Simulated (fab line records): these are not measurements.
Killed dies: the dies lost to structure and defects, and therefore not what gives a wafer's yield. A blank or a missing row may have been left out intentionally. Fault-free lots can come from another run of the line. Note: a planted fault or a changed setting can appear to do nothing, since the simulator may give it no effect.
fab line records / flow sky130
[record] lots = 7 wafers = 21 lastDay = 50
route steps=708 shown DNWELL@39 PWDE@45
lots that met no fault: taken from a fault-free run of the same line
startH: the number of hours between the record's first day and the start of the first shown wafer of the lot / waitH: hours since the lot's step before / " as in the row above / L1.1+2: one row covering several wafers at once / - no value, or no start was given / * or withheld: withheld / < > ~ a bound
route shown NAME@n: names a module that has steps shown in the file, with the first one's number in the route / usual: mean and standard deviation over wafers with no fault / same: alike in all rows / chamber/n: place in a boat / sites: the reading at each site / _std_site: the standard deviation of these / _edge_site: mean of outer sites minus mean of inner sites / radiusMm: for every site, how far away it sits from the centre of the wafer / mask NAME#n: copy n / behind: tool/chamber where the wafer was last shaped / hold: what put the lot on hold/how long, in hours/how the hold closed / device: names the non-switching transistor (n, p or np) / end of line: tests of these same wafers at the route's end / a step given without rows: its recipe and nothing more / killed: dies lost to structure and defects at the first sort, not the wafer's yield / map: a wafer's dies, x killed, . not, _ none there
set.NAME: the setting that was run; set.NAME@STEP: the one run at that earlier step / model.NAME: the simulator's own value behind a step, which no gauge read
lots at selected steps of the route; one table per step, one row per wafer
services: when a tool's chamber went out of use (startH, in hours from the record's first day, below 0 if earlier), for how many hours, and the reason
[[steps]]
[step SKY_DNWELL_EXPOSE_04]
[recipe] maskId = DNM na = 0.57 targetCdNm = 3000 doseMj = 222
[step SKY_DNWELL_PEB_05]
[recipe] tempC = 115 timeS = withheld
[step SKY_DNWELL_DEVELOP_06]
[recipe] wallAngleDeg = 90 developer = TMAH developTimeS = 60 devTempC = 23
[step SKY_DNWELL_IMPLANT_07]
[recipe] species = P energyKev = withheld doseCm2 = withheld tiltDeg = withheld
[step SKY_DNWELL_STRIP_08]
[recipe] chemistry = O2/N2 powerW = 1400 pressureMtorr = 1500 platenTempC = withheld o2FlowSccm = 3000 n2FlowSccm = 300 overashFraction = 0.5
[usual] drypumpMotorCurrentA = 5.9/0.5 o2FlowSccm = 3002/9.2 oesProductAu = 0.722/0.0044 stripTimeToEndpointS = 36.97/0.079
lot.wafer=L966.1 tool=plasmaAsher-02 chamber=0 startH=67.68 waitH=0.1 drypumpMotorCurrentA=6.0 o2FlowSccm=3018 oesProductAu=0.717 rfHoursCounterH=35 stripTimeToEndpointS=37.01
lot.wafer=L966.3 tool=plasmaAsher-02 chamber=0 startH=67.68 waitH=0.1 drypumpMotorCurrentA=6.0 o2FlowSccm=3002 oesProductAu=0.723 rfHoursCounterH=- stripTimeToEndpointS=37.11
lot.wafer=L966.6 tool=plasmaAsher-02 chamber=1 startH=67.68 waitH=0.1 drypumpMotorCurrentA=6.5 o2FlowSccm=3017 oesProductAu=0.721 rfHoursCounterH=- stripTimeToEndpointS=37.08
lot.wafer=L975.2 tool=plasmaAsher-02 chamber=0 startH=105.66 waitH=0.1 drypumpMotorCurrentA=6.0 o2FlowSccm=2999 oesProductAu=0.721 rfHoursCounterH=39 stripTimeToEndpointS=37.08
lot.wafer=L975.4 tool=plasmaAsher-02 chamber=1 startH=105.66 waitH=0.1 drypumpMotorCurrentA=6.5 o2FlowSccm=3002 oesProductAu=0.727 rfHoursCounterH=- stripTimeToEndpointS=37.03
lot.wafer=L975.5 tool=plasmaAsher-02 chamber=1 startH=105.66 waitH=0.1 drypumpMotorCurrentA=6.5 o2FlowSccm=3010 oesProductAu=0.726 rfHoursCounterH=- stripTimeToEndpointS=37.01
lot.wafer=L976.1 tool=plasmaAsher-02 chamber=1 startH=110.68 waitH=0.1 drypumpMotorCurrentA=6.5 o2FlowSccm=2998 oesProductAu=0.722 rfHoursCounterH=39 stripTimeToEndpointS=37.07
lot.wafer=L976.3 tool=plasmaAsher-02 chamber=1 startH=110.68 waitH=0.1 drypumpMotorCurrentA=6.5 o2FlowSccm=2992 oesProductAu=0.729 rfHoursCounterH=- stripTimeToEndpointS=37.02
lot.wafer=L976.4 tool=plasmaAsher-02 chamber=0 startH=110.68 waitH=0.1 drypumpMotorCurrentA=6.1 o2FlowSccm=3005 oesProductAu=0.720 rfHoursCounterH=- stripTimeToEndpointS=37.07
lot.wafer=L977.1 tool=plasmaAsher-02 chamber=0 startH=120.05 waitH=0.1 drypumpMotorCurrentA=6.0 o2FlowSccm=3013 oesProductAu=0.718 rfHoursCounterH=40 stripTimeToEndpointS=37.05
lot.wafer=L977.2 tool=plasmaAsher-02 chamber=1 startH=120.05 waitH=0.1 drypumpMotorCurrentA=6.5 o2FlowSccm=3013 oesProductAu=0.722 rfHoursCounterH=40 stripTimeToEndpointS=36.94
lot.wafer=L977.3 tool=plasmaAsher-02 chamber=1 startH=120.05 waitH=0.1 drypumpMotorCurrentA=6.5 o2FlowSccm=2987 oesProductAu=0.719 rfHoursCounterH=- stripTimeToEndpointS=36.97
lot.wafer=L982.1 tool=plasmaAsher-04 chamber=0 startH=143.56 waitH=0.1 drypumpMotorCurrentA=5.2 o2FlowSccm=3004 oesProductAu=0.724 rfHoursCounterH=34 stripTimeToEndpointS=36.93
lot.wafer=L982.2 tool=plasmaAsher-04 chamber=1 startH=143.56 waitH=0.1 drypumpMotorCurrentA=6.4 o2FlowSccm=2989 oesProductAu=0.725 rfHoursCounterH=34 stripTimeToEndpointS=37.05
lot.wafer=L982.4 tool=plasmaAsher-04 chamber=0 startH=143.56 waitH=0.1 drypumpMotorCurrentA=5.1 o2FlowSccm=3005 oesProductAu=0.727 rfHoursCounterH=- stripTimeToEndpointS=36.97
lot.wafer=L986.3 tool=plasmaAsher-02 chamber=1 startH=167.15 waitH=0.1 drypumpMotorCurrentA=6.5 o2FlowSccm=2996 oesProductAu=0.721 rfHoursCounterH=- stripTimeToEndpointS=36.98
lot.wafer=L986.5 tool=plasmaAsher-02 chamber=1 startH=167.15 waitH=0.1 drypumpMotorCurrentA=6.5 o2FlowSccm=3017 oesProductAu=0.726 rfHoursCounterH=- stripTimeToEndpointS=36.88
lot.wafer=L986.6 tool=plasmaAsher-02 chamber=0 startH=167.15 waitH=0.1 drypumpMotorCurrentA=6.1 o2FlowSccm=3005 oesProductAu=0.716 rfHoursCounterH=- stripTimeToEndpointS=36.79
lot.wafer=L987.3 tool=plasmaAsher-03 chamber=0 startH=173.58 waitH=0.1 drypumpMotorCurrentA=5.3 o2FlowSccm=3005 oesProductAu=0.722 rfHoursCounterH=- stripTimeToEndpointS=36.99
lot.wafer=L987.5 tool=plasmaAsher-03 chamber=1 startH=173.58 waitH=0.1 drypumpMotorCurrentA=5.5 o2FlowSccm=3012 oesProductAu=0.724 rfHoursCounterH=- stripTimeToEndpointS=37.08
lot.wafer=L987.6 tool=plasmaAsher-03 chamber=0 startH=173.58 waitH=0.1 drypumpMotorCurrentA=5.3 o2FlowSccm=3005 oesProductAu=0.722 rfHoursCounterH=- stripTimeToEndpointS=37.02
[step SKY_DNWELL_TW_MEAS_09]
[usual] DNWELL_TW = 1119/8.5
lot.wafer=L966.1 tool=filmMetro-03 chamber=- startH=67.78 waitH=0.1 DNWELL_TW=1113
lot.wafer=L966.3 tool=filmMetro-03 chamber=- startH=67.78 waitH=0.1 DNWELL_TW=1106
lot.wafer=L966.6 tool=filmMetro-03 chamber=- startH=67.78 waitH=0.1 DNWELL_TW=1104
lot.wafer=L975.2 tool=filmMetro-02 chamber=- startH=105.77 waitH=0.1 DNWELL_TW=1114
lot.wafer=L975.4 tool=filmMetro-02 chamber=- startH=105.77 waitH=0.1 DNWELL_TW=1117
lot.wafer=L975.5 tool=filmMetro-02 chamber=- startH=105.77 waitH=0.1 DNWELL_TW=1118
lot.wafer=L976.1 tool=filmMetro-04 chamber=- startH=110.78 waitH=0.1 DNWELL_TW=1128
lot.wafer=L976.3 tool=filmMetro-04 chamber=- startH=110.78 waitH=0.1 DNWELL_TW=1127
lot.wafer=L976.4 tool=filmMetro-04 chamber=- startH=110.78 waitH=0.1 DNWELL_TW=1125
lot.wafer=L977.1 tool=filmMetro-02 chamber=- startH=120.15 waitH=0.1 DNWELL_TW=1125
lot.wafer=L977.2 tool=filmMetro-02 chamber=- startH=120.15 waitH=0.1 DNWELL_TW=1134
lot.wafer=L977.3 tool=filmMetro-02 chamber=- startH=120.15 waitH=0.1 DNWELL_TW=1122
lot.wafer=L982.1 tool=filmMetro-02 chamber=- startH=143.66 waitH=0.1 DNWELL_TW=1128
lot.wafer=L982.2 tool=filmMetro-02 chamber=- startH=143.66 waitH=0.1 DNWELL_TW=1125
lot.wafer=L982.4 tool=filmMetro-02 chamber=- startH=143.66 waitH=0.1 DNWELL_TW=1132
lot.wafer=L986.3 tool=filmMetro-02 chamber=- startH=167.23 waitH=0.1 DNWELL_TW=1118
lot.wafer=L986.5 tool=filmMetro-02 chamber=- startH=167.23 waitH=0.1 DNWELL_TW=1120
lot.wafer=L986.6 tool=filmMetro-02 chamber=- startH=167.23 waitH=0.1 DNWELL_TW=1124
lot.wafer=L987.3 tool=filmMetro-03 chamber=- startH=173.67 waitH=0.1 DNWELL_TW=1108
lot.wafer=L987.5 tool=filmMetro-03 chamber=- startH=173.67 waitH=0.1 DNWELL_TW=1118
lot.wafer=L987.6 tool=filmMetro-03 chamber=- startH=173.67 waitH=0.1 DNWELL_TW=1112
[step SKY_PWDE_DEHYDRATE_00]
[recipe] tempC = 200 timeS = 60
[step SKY_PWDE_HMDS_01]
[recipe] primeTimeS = 60 primeTempC = 120.5
[step SKY_PWDE_COAT_02]
[recipe] spinRpm = 2000 resistThkNm = 3000
[step SKY_PWDE_SOFTBAKE_03]
[recipe] tempC = 110 timeS = withheld
[step SKY_PWDE_EXPOSE_04]
[recipe] maskId = PWDEM na = 0.6 sourceShape = conventional sigmaOuter = 0.6 polarization = unpolarized targetCdNm = 840 doseMj = 214
[step SKY_PWDE_PEB_05]
[recipe] tempC = 115 timeS = withheld
[step SKY_PWDE_DEVELOP_06]
[recipe] wallAngleDeg = 90 developer = TMAH developTimeS = 60 devTempC = 23
[usual] chillPlateTempC = 22.99/0.1 developTimeS = 60/0
lot.wafer=L966.1 tool=lithoTrack-04 chamber=0 startH=84 waitH=- chillPlateTempC=23.17 developTimeS=60
lot.wafer=L966.3 tool=lithoTrack-04 chamber=0 startH=84 waitH=- chillPlateTempC=22.99 developTimeS=60
lot.wafer=L966.6 tool=lithoTrack-04 chamber=0 startH=84 waitH=- chillPlateTempC=22.99 developTimeS=60
lot.wafer=L975.2 tool=lithoTrack-01 chamber=- startH=123 waitH=- chillPlateTempC=- developTimeS=-
lot.wafer=L975.4 tool=lithoTrack-01 chamber=- startH=123 waitH=- chillPlateTempC=- developTimeS=-
lot.wafer=L975.5 tool=lithoTrack-01 chamber=- startH=123 waitH=- chillPlateTempC=- developTimeS=-
lot.wafer=L976.1 tool=lithoTrack-03 chamber=- startH=129 waitH=- chillPlateTempC=- developTimeS=-
lot.wafer=L976.3 tool=lithoTrack-03 chamber=- startH=129 waitH=- chillPlateTempC=- developTimeS=-
lot.wafer=L976.4 tool=lithoTrack-03 chamber=- startH=129 waitH=- chillPlateTempC=- developTimeS=-
lot.wafer=L977.1 tool=lithoTrack-04 chamber=- startH=139 waitH=- chillPlateTempC=- developTimeS=-
lot.wafer=L977.2 tool=lithoTrack-04 chamber=- startH=139 waitH=- chillPlateTempC=- developTimeS=-
lot.wafer=L977.3 tool=lithoTrack-04 chamber=- startH=139 waitH=- chillPlateTempC=- developTimeS=-
lot.wafer=L982.1 tool=lithoTrack-03 chamber=0 startH=163 waitH=- chillPlateTempC=22.87 developTimeS=60
lot.wafer=L982.2 tool=lithoTrack-03 chamber=0 startH=163 waitH=- chillPlateTempC=22.91 developTimeS=60
lot.wafer=L982.4 tool=lithoTrack-03 chamber=0 startH=163 waitH=- chillPlateTempC=22.84 developTimeS=60
lot.wafer=L986.3 tool=lithoTrack-04 chamber=0 startH=187 waitH=- chillPlateTempC=23.07 developTimeS=60
lot.wafer=L986.5 tool=lithoTrack-04 chamber=0 startH=187 waitH=- chillPlateTempC=23.03 developTimeS=60
lot.wafer=L986.6 tool=lithoTrack-04 chamber=0 startH=187 waitH=- chillPlateTempC=22.96 developTimeS=60
lot.wafer=L987.3 tool=lithoTrack-03 chamber=0 startH=195 waitH=- chillPlateTempC=23.00 developTimeS=60
lot.wafer=L987.5 tool=lithoTrack-03 chamber=0 startH=195 waitH=- chillPlateTempC=23.19 developTimeS=60
lot.wafer=L987.6 tool=lithoTrack-03 chamber=0 startH=195 waitH=- chillPlateTempC=23.16 developTimeS=60
[step SKY_PWDE_OVL_MEAS_07]
[usual] PWDE_OVL = 0.1/1.4
lot.wafer=L966.1 tool=overlay-01 chamber=- startH=84.23 waitH=- PWDE_OVL[nm]=0.6
lot.wafer=L966.3 tool=overlay-01 chamber=- startH=84.23 waitH=- PWDE_OVL[nm]=-0.2
lot.wafer=L966.6 tool=overlay-01 chamber=- startH=84.23 waitH=- PWDE_OVL[nm]=-1.1
lot.wafer=L975.2 tool=overlay-01 chamber=- startH=123.59 waitH=- PWDE_OVL[nm]=-
lot.wafer=L975.4 tool=overlay-01 chamber=- startH=123.59 waitH=- PWDE_OVL[nm]=-
lot.wafer=L975.5 tool=overlay-01 chamber=- startH=123.59 waitH=- PWDE_OVL[nm]=-
lot.wafer=L976.1 tool=overlay-01 chamber=- startH=129.21 waitH=- PWDE_OVL[nm]=-
lot.wafer=L976.3 tool=overlay-01 chamber=- startH=129.21 waitH=- PWDE_OVL[nm]=-
lot.wafer=L976.4 tool=overlay-01 chamber=- startH=129.21 waitH=- PWDE_OVL[nm]=-
lot.wafer=L977.1 tool=overlay-01 chamber=- startH=139.28 waitH=- PWDE_OVL[nm]=-
lot.wafer=L977.2 tool=overlay-01 chamber=- startH=139.28 waitH=- PWDE_OVL[nm]=-
lot.wafer=L977.3 tool=overlay-01 chamber=- startH=139.28 waitH=- PWDE_OVL[nm]=-
lot.wafer=L982.1 tool=overlay-02 chamber=- startH=163.31 waitH=- PWDE_OVL[nm]=0.3
lot.wafer=L982.2 tool=overlay-02 chamber=- startH=163.31 waitH=- PWDE_OVL[nm]=-0.9
lot.wafer=L982.4 tool=overlay-02 chamber=- startH=163.31 waitH=- PWDE_OVL[nm]=-0.1
lot.wafer=L986.3 tool=overlay-02 chamber=- startH=187.89 waitH=- PWDE_OVL[nm]=1.9
lot.wafer=L986.5 tool=overlay-02 chamber=- startH=187.89 waitH=- PWDE_OVL[nm]=1.4
lot.wafer=L986.6 tool=overlay-02 chamber=- startH=187.89 waitH=- PWDE_OVL[nm]=0.8
lot.wafer=L987.3 tool=overlay-02 chamber=- startH=195.58 waitH=- PWDE_OVL[nm]=0.2
lot.wafer=L987.5 tool=overlay-02 chamber=- startH=195.58 waitH=- PWDE_OVL[nm]=0.0
lot.wafer=L987.6 tool=overlay-02 chamber=- startH=195.58 waitH=- PWDE_OVL[nm]=0.6
[[services]]
tool=plasmaAsher-02 chamber=- startH=49.31 hours=3.9 kind=repair
tool=plasmaAsher-02 chamber=- startH=51.32 hours=2.6 kind=repair
tool=plasmaAsher-03 chamber=- startH=86.24 hours=4.9 kind=repair
tool=plasmaAsher-03 chamber=- startH=108.75 hours=9.0 kind=pm
tool=plasmaAsher-03 chamber=0 startH=108.75 hours=9.0 kind=ventCycle
tool=plasmaAsher-03 chamber=1 startH=108.75 hours=9.0 kind=ventCycle
tool=plasmaAsher-03 chamber=0 startH=117.75 hours=- kind=clean
tool=plasmaAsher-03 chamber=1 startH=117.75 hours=- kind=clean
[[key]]
[firstSign] step = SKY_PWDE_DEVELOP_06 reading = toolRecord direction = missing
effect none on later readings
metAt SKY_PWDE_DEVELOP_06
struckWafers L975.2,L975.4,L975.5,L976.1,L976.3,L976.4,L977.1,L977.2,L977.3
sortLeftOut L975.2,L975.4,L975.5,L976.1,L976.3,L976.4,L977.1,L977.2,L977.3
testerLeftOut L975,L976,L977
onsetBetween 84 123
[fault] kind = skippedStepWhole tool = lithoTrack-01,lithoTrack-03,lithoTrack-04 chamber = - onsetH = 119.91 steps = SKY_PWDE_DEVELOP_06 scope = struckLotsOnly
// testerLeftOut: of these lots the tester's yield and bins aren't shown, on N5 and GAA mostly nor the transistor test; their killed dies are dies lost to structure and defects alone, not to doping, threshold or leakage, so they don't give the yield
// sortLeftOut: the simulated sort isn't trusted on such a fault, so these wafers' sort isn't shown, and their yield isn't known
